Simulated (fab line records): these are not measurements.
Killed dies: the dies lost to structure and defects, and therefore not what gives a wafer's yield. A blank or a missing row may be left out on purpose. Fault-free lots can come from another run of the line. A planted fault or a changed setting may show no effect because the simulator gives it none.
What tool caused it? | flow gf180mcu | 6 lots with 18 wafers sampled at 4 steps, on a route of 602 steps

== WHAT THE GAUGES SHOWED, per wafer ==
GF_V4_THK_MEAS_01.
lot  | measured     | on            | V4_CVD_00_THK (nm)
L395 | day 24 13:55 | film metro-01 | 588 600 603
L399 | day 25 20:02 | film metro-04 | 603 601 601
L401 | day 26 19:02 | film metro-03 | 604 606 598
L406 | day 28 10:12 | film metro-01 | 510 511 517 510 510 516
L412 | day 29 21:03 | film metro-01 | 599 607 600
L415 | day 30 15:49 | film metro-01 | 588 590 592

== WHICH TOOL RAN EACH LOT (tool, then ch and the chambers of the sampled wafers, then the start) ==
lot  | GF_V3_SPUTTER_22             | GF_M4_SPUTTER_03             | GF_V4_CVD_00
L395 | pvd sputter-03, day 23 13:17 | pvd sputter-04, day 23 14:04 | hdpcvd-02 ch 0,2, day 24 13:50
L399 | pvd sputter-03, day 24 20:30 | pvd sputter-02, day 24 21:37 | hdpcvd-01 ch 0,2, day 25 19:56
L401 | pvd sputter-03, day 25 20:00 | pvd sputter-03, day 25 20:53 | hdpcvd-01 ch 1,2, day 26 18:57
L406 | pvd sputter-01, day 27 12:16 | pvd sputter-02, day 27 13:03 | hdpcvd-02 ch 1,2, day 28 10:07
L412 | pvd sputter-01, day 29 00:07 | pvd sputter-04, day 29 00:56 | hdpcvd-01 ch 0,1,2, day 29 20:58
L415 | pvd sputter-02, day 29 19:49 | pvd sputter-04, day 29 20:37 | hdpcvd-01 ch 1,2, day 30 15:45
- GF_V3_SPUTTER_22: material TiN, target thk 10 nm, time 40 s.
- GF_M4_SPUTTER_03: material Ti, target thk 10 nm, time 6.7 s.
- GF_V4_CVD_00: deposits SiO2, target thk 600 nm, time 100 s.

== THE ANSWER, worked out from the rows above alone ==
Rule: what is usual is taken from the lots themselves. Put in order of their means at a reading, lots are off if they are a third of the lots or fewer, leave a main group of 4 or more, and stand apart from it by a gap of 3 or more times the standard deviation of the main group's means; of several such gaps the widest counts. Not used: any main group whose means are identical at the precision the tables above print for the reading. A lot without any number at a reading at which 4 lots or more have one is off too. All remaining lots with rows at the step are treated as sound.
Off: L406, seen at GF_V4_THK_MEAS_01 (V4_CVD_00_THK). For the main group the mean is 599 nm and the standard deviation 4.8.
A tool fits if, at a process step before that reading, it ran every lot that is off, and no sound lot after the first of them. Those tools and the gauges at GF_V4_THK_MEAS_01 are tried in the same way. This does not decide it: 2 tools fit, namely pvd sputter-02 at GF_M4_SPUTTER_03 and hdpcvd-02 at GF_V4_CVD_00.

== WHAT HAD BEEN PUT IN BY THE SIMULATOR ==
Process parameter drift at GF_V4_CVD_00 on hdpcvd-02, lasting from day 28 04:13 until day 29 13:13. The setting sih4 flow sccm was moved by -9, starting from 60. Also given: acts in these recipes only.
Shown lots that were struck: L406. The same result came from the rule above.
